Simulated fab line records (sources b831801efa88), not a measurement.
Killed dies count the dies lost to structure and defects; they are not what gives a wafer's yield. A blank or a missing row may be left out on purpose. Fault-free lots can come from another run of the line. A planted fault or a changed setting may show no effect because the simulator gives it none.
Which tool is to blame?    flow sky130    36 wafers from 12 lots sampled at 6 of the route's 708 steps

WHAT THE GAUGES SHOWED, per wafer
SKY_SD_P_CD_MEAS_07: target cd 380 nm.
lot   measured      on         cd nm (nm)
L633  day 26 04:44  cd sem-01  377.8 377.7 375.5
L634  day 26 17:06  cd sem-02  383.3 380.6 380.0
L636  day 27 04:23  cd sem-01  383.5 381.0 382.3
L637  day 27 11:35  cd sem-01  377.5 376.4 376.0
L638  day 27 19:30  cd sem-01  379.3 379.3 379.1
L639  day 28 04:43  cd sem-01  380.0 381.7 380.0
L640  day 28 18:53  cd sem-02  379.9 379.9 381.7
L643  day 29 11:24  cd sem-01  381.7 378.8 382.0
L644  day 29 21:23  cd sem-02  379.3 378.6 379.1
L645  day 30 04:38  cd sem-02  378.7 379.1 379.2
L653  day 32 07:19  cd sem-02  382.7 380.0 380.9
L655  day 33 07:26  cd sem-01  380.1 381.8 379.4

SKY_SD_N_RS_MEAS_16: measures by four-point-probe.
lot   measured      on             SD_N_RS (ohm/sq)
L633  day 28 15:08  film metro-03  68.57 68.56 68.59
L634  day 29 02:53  film metro-01  68.78 68.53 68.64
L636  day 29 13:28  film metro-01  68.73 68.79 68.76
L637  day 29 21:55  film metro-01  68.73 68.73 68.57
L638  day 30 04:34  film metro-01  68.80 68.73 68.71
L639  day 30 15:16  film metro-03  68.36 68.45 68.53
L640  day 31 04:47  film metro-03  68.55 68.40 68.33
L643  day 31 20:20  film metro-04  68.48 68.37 68.38
L644  day 32 05:58  film metro-04  68.45 68.48 68.35
L645  day 32 12:13  film metro-03  68.65 68.54 68.56
L653  day 34 13:50  film metro-03  68.35 68.20 68.46
L655  day 35 12:35  film metro-01  68.64 68.83 68.82

SKY_LI_CONTACT_RS_MEAS_22: measures by four-point-probe.
lot   measured      on             LI_CONTACT_W_RS (ohm/sq)
L633  day 29 21:13  film metro-03  0.289 0.285 0.291
L634  day 30 09:07  film metro-04  0.291 0.286 0.287
L636  day 30 19:13  film metro-03  0.286 0.288 0.284
L637  day 31 04:06  film metro-03  0.288 0.283 0.287
L638  day 31 10:04  film metro-04  0.283 0.283 0.282
L639  day 31 20:52  film metro-03  0.289 0.287 0.288
L640  day 32 09:53  film metro-03  0.277 0.282 0.279
L643  day 33 01:05  film metro-04  0.274 0.275 0.273
L644  day 33 10:37  film metro-04  0.315 0.312 0.319
L645  day 33 16:10  film metro-01  0.324 0.315 0.320
L653  day 35 18:25  film metro-04  0.277 0.283 0.279
L655  day 36 16:49  film metro-03  0.282 0.283 0.283

SKY_LI_CONTACT_THK_MEAS_23: measures by xrf.
lot   measured      on             LI_CONTACT_W_THK (nm)
L633  day 29 21:20  film metro-03  391 398 388
L634  day 30 09:14  film metro-04  393 400 399
L636  day 30 19:20  film metro-03  392 389 395
L637  day 31 04:13  film metro-03  391 399 393
L638  day 31 10:10  film metro-04  405 405 406
L639  day 31 20:59  film metro-03  390 394 391
L640  day 32 09:59  film metro-03  407 399 404
L643  day 33 01:11  film metro-04  416 416 417
L644  day 33 10:44  film metro-04  362 364 359
L645  day 33 16:17  film metro-01  353 363 358
L653  day 35 18:32  film metro-04  415 409 411
L655  day 36 16:56  film metro-03  397 398 398

TOOL THAT RAN EACH LOT (tool first, then ch and the chambers of the sampled wafers, then the start)
lot   SKY_LI_CONTACT_SPUTTER_20     SKY_LI_CONTACT_CVD_21
L633  pvd sputter-01, day 29 21:02  cvd w-01 ch 0,1, day 29 21:05
L634  pvd sputter-03, day 30 08:55  cvd w-01 ch 0,1, day 30 08:58
L636  pvd sputter-02, day 30 19:02  cvd w-01 ch 0, day 30 19:06
L637  pvd sputter-02, day 31 03:55  cvd w-01 ch 0,1, day 31 03:58
L638  pvd sputter-02, day 31 09:50  cvd w-02 ch 0,1, day 31 09:56
L639  pvd sputter-03, day 31 20:41  cvd w-01 ch 0,1, day 31 20:44
L640  pvd sputter-03, day 32 09:40  cvd w-02 ch 0,1, day 32 09:44
L643  pvd sputter-01, day 33 00:44  cvd w-02 ch 1, day 33 00:53
L644  pvd sputter-02, day 33 10:25  cvd w-01 ch 0,1, day 33 10:29
L645  pvd sputter-02, day 33 15:59  cvd w-01 ch 0,1, day 33 16:02
L653  pvd sputter-02, day 35 18:05  cvd w-02 ch 1, day 35 18:11
L655  pvd sputter-02, day 36 16:37  cvd w-02 ch 0,1, day 36 16:41
- SKY_LI_CONTACT_SPUTTER_20: material TiN, target thk 20 nm, time 80 s.
- SKY_LI_CONTACT_CVD_21: deposits W, target thk 400 nm, time 120.56 s.

AS READ BY THE TOOLS THEMSELVES (means over the sampled wafers that have a number; for cases with no such wafer, the mark the record gives instead)
SKY_LI_CONTACT_SPUTTER_20.
lot   tool            cathode dc power W (W)  throttle valve pct (%)
L633  pvd sputter-01  4000.1                  30.7
L634  pvd sputter-03  4000.2                  30.8
L636  pvd sputter-02  4000.4                  30.7
L637  pvd sputter-02  4000.5                  30.6
L638  pvd sputter-02  4000.0                  29.1
L639  pvd sputter-03  4000.2                  30.0
L640  pvd sputter-03  4000.3                  30.0
L643  pvd sputter-01  4000.4                  30.3
L644  pvd sputter-02  3999.4                  29.2
L645  pvd sputter-02  4000.0                  29.8
L653  pvd sputter-02  4000.3                  28.7
L655  pvd sputter-02  3999.9                  29.6

SKY_LI_CONTACT_CVD_21.
lot   tool      chamber pressure Torr (Torr)  heater power w (W)
L633  cvd w-01  40.00                         840
L634  cvd w-01  40.01                         852
L636  cvd w-01  40.02                         812
L637  cvd w-01  39.89                         832
L638  cvd w-02  39.95                         777
L639  cvd w-01  39.91                         861
L640  cvd w-02  40.03                         767
L643  cvd w-02  40.01                         773
L644  cvd w-01  32.87                         831
L645  cvd w-01  32.80                         854
L653  cvd w-02  39.92                         772
L655  cvd w-02  39.90                         772

THE ANSWER, worked out from the rows above alone
Rule: the usual values come from the lots themselves. Put in order of their means at a reading, lots are off if they are a third of the lots or fewer, leave a main group of 4 or more, and stand apart from it by a gap of 3 or more times the standard deviation of the main group's means; of several such gaps the widest counts. The tables above print the reading to a certain number of digits; a main group whose means all agree to those digits is not used. Also off: a lot with no number at a reading for which 4 or more lots have one. The other lots that the step has rows for count as sound. Order of review: gauges by route order, followed by the tools' own readings, for which a lot's mean as printed above is used. At the first step where some lot is off, the reading lying furthest off is the one used; lots without a number count as furthest.
Off: L644, L645, seen at SKY_LI_CONTACT_RS_MEAS_22 (LI_CONTACT_W_RS). For the main group the mean is 0.283 ohm/sq and the standard deviation 0.0045.
A tool fits if, at a process step before that reading, it ran every lot that is off, and no sound lot after the first of them. Not tried: the gauges at SKY_LI_CONTACT_RS_MEAS_22; whatever is off there is also off at SKY_LI_CONTACT_CVD_21, on other tools, and gauge error can't account for it. One fits: cvd w-01 at SKY_LI_CONTACT_CVD_21. A fault onset in the window from L639 (day 31 20:44, its last sound lot) to L644 (day 33 10:29, its first lot off) fits.
The tool's own readings at SKY_LI_CONTACT_CVD_21 bear it out: on the lots that are off they differ by more than 5 times the standard deviation of the sound lots' means. chamber pressure Torr reads 32.83 Torr there against 39.96 Torr on the sound lots.

WHAT THE SIMULATOR HAD PUT IN
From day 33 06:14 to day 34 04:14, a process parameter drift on cvd w-01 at SKY_LI_CONTACT_CVD_21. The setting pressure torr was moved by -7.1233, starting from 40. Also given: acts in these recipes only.
Struck lots among those shown: L644, L645. The rule above reached the same finding.
